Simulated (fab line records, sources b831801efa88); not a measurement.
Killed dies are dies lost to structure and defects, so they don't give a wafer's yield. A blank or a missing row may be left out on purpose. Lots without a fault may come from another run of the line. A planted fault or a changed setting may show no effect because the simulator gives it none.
Which tool did it? | flow sky130 | 11 lots, 33 wafers sampled, at 6 steps of a route of 708

WHAT THE GAUGES READ, wafer by wafer
SKY_GATE_OXIDE_TW_MEAS_14. Usual: GATE_OXIDE_TW 222.9, standard deviation 2.
lot  | measured     | on            | GATE_OXIDE_TW     | flag
L239 | day 14 03:54 | film_metro-04 | 224.9 224.8 223.8 |
L240 | day 14 12:32 | film_metro-02 | 221.4 221.6 221.5 |
L243 | day 15 08:43 | film_metro-04 | 224.7 224.7 224.9 |
L249 | day 17 16:32 | film_metro-01 | 220.4 220.2 221.3 |
L250 | day 17 23:57 | film_metro-02 | 221.8 221.0 222.2 |
L252 | day 18 21:38 | film_metro-04 | 226.5 225.8 225.4 |
L254 | day 19 04:20 | film_metro-02 | 222.3 222.3 221.5 |
L255 | day 19 23:24 | film_metro-01 | 220.9 221.0 221.7 |
L259 | day 21 00:21 | film_metro-02 | 220.8 221.5 222.9 |
L261 | day 21 16:00 | film_metro-04 | 226.5 226.0 225.7 |
L262 | day 21 20:14 | film_metro-02 | 221.8 220.7 222.7 |

SKY_POLY_GATE_THK_MEAS_01. Usual: POLY_GATE_CVD_00_THK 180.4 nm, standard deviation 1.7.
lot  | measured     | on            | POLY_GATE_CVD_00_THK (nm) | flag
L239 | day 14 07:28 | film_metro-03 | 182.7 181.3 181.1         |
L240 | day 14 16:17 | film_metro-04 | 179.0 179.6 179.0         |
L243 | day 15 11:50 | film_metro-03 | 180.7 180.2 179.9         |
L249 | day 17 21:32 | film_metro-03 | 178.0 179.2 178.4         |
L250 | day 18 04:27 | film_metro-01 | 178.2 178.2 179.5         |
L252 | day 19 01:12 | film_metro-04 | 181.6 183.1 181.7         |
L254 | day 19 08:08 | film_metro-04 | 178.2 177.8 176.3         |
L255 | day 20 02:57 | film_metro-04 | 180.4 178.4 180.9         |
L259 | day 21 03:12 | film_metro-01 | 181.5 180.4 181.2         |
L261 | day 21 19:02 | film_metro-03 | 181.7 180.2 180.2         |
L262 | day 21 23:40 | film_metro-01 | 179.0 179.8 179.3         |

SKY_LDD_N_TW_MEAS_17. Usual: LDD_N_TW 2579, standard deviation 25.
lot  | measured     | on            | LDD_N_TW                      | flag
L239 | day 18 01:11 | film_metro-03 | 2599 2586 2586                |
L240 | day 18 12:05 | film_metro-03 | 2580 2592 2577                |
L243 | day 19 09:21 | film_metro-02 | 2564 2563 2564                |
L249 | day 21 22:34 | film_metro-02 | 2437 2440 2450 2444 2445 2441 | OFF
L250 | day 22 05:03 | film_metro-02 | 2562 2566 2568                |
L252 | day 23 03:11 | film_metro-04 | 2507 2498 2481                | OFF
L254 | day 23 09:21 | film_metro-03 | 2613 2594 2593                |
L255 | day 24 03:44 | film_metro-03 | 2572 2571 2559                |
L259 | day 25 01:31 | film_metro-02 | 2572 2549 2551                |
L261 | day 25 17:34 | film_metro-02 | 2546 2541 2544                |
L262 | day 26 00:35 | film_metro-02 | 2566 2560 2580                |

WHICH TOOL RAN EACH LOT (tool, then ch and the chambers of the sampled wafers, then the start)
lot  | SKY_POLY_GATE_ETCH_15              | SKY_LDD_N_IMPLANT_09            | SKY_LDD_N_STRIP_16
L239 | rie_diel-02 ch 2,3, day 16 17:37   | implanter-04 ch 0, day 18 00:02 | plasma_asher-03 ch 1, day 18 01:05
L240 | rie_diel-01 ch 0,1,3, day 17 02:58 | implanter-04 ch 0, day 18 10:58 | plasma_asher-02 ch 0,1, day 18 11:59
L243 | rie_diel-01 ch 2,3, day 17 21:37   | implanter-04 ch 0, day 19 08:14 | plasma_asher-01 ch 0,1, day 19 09:15
L249 | rie_diel-02 ch 0,1, day 20 12:58   | implanter-02 ch 0, day 21 21:25 | plasma_asher-03 ch 0,1, day 21 22:27
L250 | rie_diel-01 ch 0,1,3, day 20 18:51 | implanter-04 ch 0, day 22 03:55 | plasma_asher-03 ch 0,1, day 22 04:56
L252 | rie_diel-02 ch 1,2, day 21 17:27   | implanter-02 ch 0, day 23 02:02 | plasma_asher-03 ch 0,1, day 23 03:05
L254 | rie_diel-03 ch 2,3, day 21 23:37   | implanter-04 ch 0, day 23 08:12 | plasma_asher-01 ch 0,1, day 23 09:15
L255 | rie_diel-02 ch 0,1,2, day 22 18:25 | implanter-01 ch 0, day 24 02:35 | plasma_asher-03 ch 0, day 24 03:38
L259 | rie_diel-02 ch 0,2, day 23 17:07   | implanter-01 ch 0, day 25 00:22 | plasma_asher-02 ch 0,1, day 25 01:24
L261 | rie_diel-02 ch 0,1, day 24 09:33   | implanter-02 ch 0, day 25 16:25 | plasma_asher-03 ch 0,1, day 25 17:27
L262 | rie_diel-03 ch 1,2,3, day 24 16:02 | implanter-02 ch 0, day 25 23:26 | plasma_asher-01 ch 0,1, day 26 00:29
- SKY_POLY_GATE_ETCH_15: etches BARC in N2/H2, stops on SiO2, time 118.5 s, target depth 110 nm.
- SKY_LDD_N_IMPLANT_09
- SKY_LDD_N_STRIP_16: strips in O2/N2.

WHAT THE TOOLS THEMSELVES READ (means of the sampled wafers that have a number; where no wafer has one, the mark that the record gives instead)
SKY_POLY_GATE_ETCH_15. Usual: drypump_motor_current_A 5.8 A, standard deviation 0.45; h2_flow_sccm 200.0 sccm, standard deviation 0.61; oes_product_au 0.716 a.u., standard deviation 0.0049; throttle_valve_pct 13.213 %, standard deviation 0.0093.
lot  | tool        | drypump_motor_current_A (A) | h2_flow_sccm (sccm) | oes_product_au (a.u.) | throttle_valve_pct (%) | flag
L239 | rie_diel-02 | 5.8                         | 200.1               | 0.716                 | 13.218                 |
L240 | rie_diel-01 | 6.2                         | 200.1               | 0.712                 | 13.217                 |
L243 | rie_diel-01 | 5.6                         | 199.7               | 0.718                 | 13.216                 |
L249 | rie_diel-02 | 5.9                         | 200.2               | 0.715                 | 13.211                 |
L250 | rie_diel-01 | 6.2                         | 200.0               | 0.714                 | 13.224                 |
L252 | rie_diel-02 | 5.9                         | 199.7               | 0.713                 | 13.217                 |
L254 | rie_diel-03 | 5.7                         | 200.2               | 0.721                 | 13.209                 |
L255 | rie_diel-02 | 5.9                         | 200.2               | 0.715                 | 13.213                 |
L259 | rie_diel-02 | 6.2                         | 200.0               | 0.714                 | 13.212                 |
L261 | rie_diel-02 | 5.7                         | 200.3               | 0.713                 | 13.206                 |
L262 | rie_diel-03 | 5.7                         | 200.1               | 0.718                 | 13.217                 |

SKY_LDD_N_IMPLANT_09. Usual: dose_ions_cm2 7.5e+13, standard deviation 9.4e+10; faraday_current_uA 424, standard deviation 8.3.
lot  | tool         | dose_ions_cm2 | faraday_current_uA | flag
L239 | implanter-04 | 7.5e+13       | 424                |
L240 | implanter-04 | 7.5e+13       | 417                |
L243 | implanter-04 | 7.5e+13       | 422                |
L249 | implanter-02 | 1.2e+13       | 70                 | OFF
L250 | implanter-04 | 7.5e+13       | 429                |
L252 | implanter-02 | 1.2e+13       | 70                 | OFF
L254 | implanter-04 | 7.5e+13       | 429                |
L255 | implanter-01 | 7.5e+13       | 422                |
L259 | implanter-01 | 7.5e+13       | 419                |
L261 | implanter-02 | 7.5e+13       | 423                |
L262 | implanter-02 | 7.5e+13       | 434                |

SKY_LDD_N_STRIP_16. Usual: drypump_motor_current_A 6.00 A, standard deviation 0.3; oes_product_au 0.407 a.u., standard deviation 0.0047; strip_time_to_endpoint_s 4.317 s, standard deviation 0.014.
lot  | tool            | drypump_motor_current_A (A) | oes_product_au (a.u.) | strip_time_to_endpoint_s (s) | flag
L239 | plasma_asher-03 | 5.73                        | 0.404                 | 4.322                        |
L240 | plasma_asher-02 | 5.91                        | 0.407                 | 4.312                        |
L243 | plasma_asher-01 | 6.31                        | 0.411                 | 4.306                        |
L249 | plasma_asher-03 | 5.74                        | 0.408                 | 4.168                        | OFF
L250 | plasma_asher-03 | 5.78                        | 0.414                 | 4.322                        |
L252 | plasma_asher-03 | 5.76                        | 0.410                 | 4.159                        | OFF
L254 | plasma_asher-01 | 6.31                        | 0.408                 | 4.329                        |
L255 | plasma_asher-03 | 5.83                        | 0.407                 | 4.319                        |
L259 | plasma_asher-02 | 5.89                        | 0.407                 | 4.308                        |
L261 | plasma_asher-03 | 5.77                        | 0.411                 | 4.312                        |
L262 | plasma_asher-01 | 6.48                        | 0.410                 | 4.345                        |

THE ANSWER, worked out from the rows above alone
Rule: a lot is off if the mean of its wafers that have a number lies more than 3 standard deviations from the usual mean. A lot without any number at a reading at which 4 lots or more have one is off too. The other lots that the step has rows for count as sound. The gauges are gone through in route order, then the tools' own readings, and for those a lot's mean is taken as printed above. The first step at which some lot is off is used, and at that step the reading that is off furthest; a lot without a number counts as furthest.
Off: L249, L252, at SKY_LDD_N_TW_MEAS_17 (LDD_N_TW).
A tool fits if, at a process step before that reading, it ran every lot that is off, and no sound lot after the first of them. The gauges at SKY_LDD_N_TW_MEAS_17 aren't tried: what is off there is off at SKY_LDD_N_IMPLANT_09 too, on other tools, and a gauge's error can't cause that. None of those tried fits.

WHAT THE SIMULATOR HAD PUT IN
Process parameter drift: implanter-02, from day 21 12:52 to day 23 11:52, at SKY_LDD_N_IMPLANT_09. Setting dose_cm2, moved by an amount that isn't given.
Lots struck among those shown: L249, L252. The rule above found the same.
